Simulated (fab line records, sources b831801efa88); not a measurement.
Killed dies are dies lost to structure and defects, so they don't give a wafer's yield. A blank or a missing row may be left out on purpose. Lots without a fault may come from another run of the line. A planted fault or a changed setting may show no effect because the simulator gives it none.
One fault seen from 2 desks | flow sky130 | each desk has only its own numbers; what lay behind them comes last

THE METROLOGY DESK
What the gauges read, lot by lot, whatever tool the lot ran on: means of the sampled wafers that have a number. A lot is out of limits, marked OUT, if its mean lies more than 4 standard deviations from the usual mean; the brackets give that distance.
Columns: A = CONTACT_W_RS at SKY_CONTACT_RS_MEAS_25, usual 0.339 ohm/sq; B = CONTACT_W_THK at SKY_CONTACT_THK_MEAS_26, usual 346 nm
lot  | first seen here | A     | B
L678 | day 32 23:54    | 0.339 | 346
L679 | day 33 03:49    | 0.334 | 354
L681 | day 33 15:45    | 0.336 | 348
L693 | day 36 18:19    | 0.340 | 341
L699 | day 38 23:44    | 0.344 | 338
This desk's finding: nothing out of limits on any of the 5 lots.

THE TOOL OWNER'S DESK: pvd_sputter-04
The tool's own readings at SKY_METAL1_SPUTTER_00 (material Ti, target thk 15 nm, time 10 s): means of the sampled wafers that have a number, for each lot that ran on this tool. A lot is out of limits, marked OUT, if its mean lies more than 4 standard deviations from the usual mean; the brackets give that distance.
Columns: A = cathode_dc_power_W at SKY_METAL1_SPUTTER_00, usual 3000.0 W; B = throttle_valve_pct at SKY_METAL1_SPUTTER_00, usual 30.1 %
lot  | first seen here | A                        | B
L681 | day 33 16:10    | 3000.1                   | 30.2
L693 | day 36 18:59    | 2818.9 (-99 or more) OUT | 30.5
This desk's finding: out of limits on L693; first on L693, day 36 18:59 (cathode_dc_power_W at SKY_METAL1_SPUTTER_00). In limits: L681.

PUT TOGETHER
The tool owner's desk could have raised an alarm at day 36 18:59, on L693.
The metrology desk saw nothing out of limits.
The metrology desk has L693 on record, within its limits.
Of the lots named, all ran SKY_METAL1_SPUTTER_00 on pvd_sputter-04.

WHAT THE SIMULATOR HAD PUT IN
Process parameter drift: pvd_sputter-04, from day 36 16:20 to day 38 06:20, at SKY_METAL1_SPUTTER_00. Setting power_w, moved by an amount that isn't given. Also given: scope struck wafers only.
Lots struck among those shown: L693.
Hours from the fault's start to each desk's first reading out of limits: the tool owner's desk, 3.
